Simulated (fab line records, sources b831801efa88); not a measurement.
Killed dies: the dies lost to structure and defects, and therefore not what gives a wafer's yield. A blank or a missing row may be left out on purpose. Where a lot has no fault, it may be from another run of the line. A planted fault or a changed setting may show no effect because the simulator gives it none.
The tool behind it: which one? | flow sky130 | route of 708 steps, sampled at 1 step: 7 lots, 21 wafers

WHAT THE GAUGES READ, wafer by wafer
SKY_VIA1_THK_MEAS_23: measures by xrf.
lot  | measured     | on           | VIA1_W_THK (nm)
L929 | day 34 18:17 | filmMetro-03 | 263 265 259
L931 | day 35 17:26 | filmMetro-03 | 268 266 267
L936 | day 37 05:40 | filmMetro-03 | 267 263 264
L939 | day 38 03:02 | filmMetro-03 | 267 271 272
L945 | day 39 21:59 | filmMetro-04 | 262 265 267
L947 | day 40 09:08 | filmMetro-01 | 277 272 274
L949 | day 41 00:58 | filmMetro-01 | 267 268 270

WHICH TOOL RAN EACH LOT (tool, then ch and the chambers of the sampled wafers, then the start)
Record: no process step prior to these readings.

THE ANSWER, worked out from the rows above alone
Rule: usual is defined by the lots themselves. The widest of any qualifying gaps counts: lots, ordered by their means at a reading, are off when they make up no more than a third of the lots, leave a main group of 4 or more, and stand apart from it by 3 or more times the standard deviation of that group's means. If all means in a main group match to the digits the tables above print for the reading, that group is not used. Also off: a lot with no number at a reading for which 4 or more lots have one. The other lots that the step has rows for count as sound.
No lot is off at any reading shown: from this, nothing can be told.

WHAT THE SIMULATOR HAD PUT IN
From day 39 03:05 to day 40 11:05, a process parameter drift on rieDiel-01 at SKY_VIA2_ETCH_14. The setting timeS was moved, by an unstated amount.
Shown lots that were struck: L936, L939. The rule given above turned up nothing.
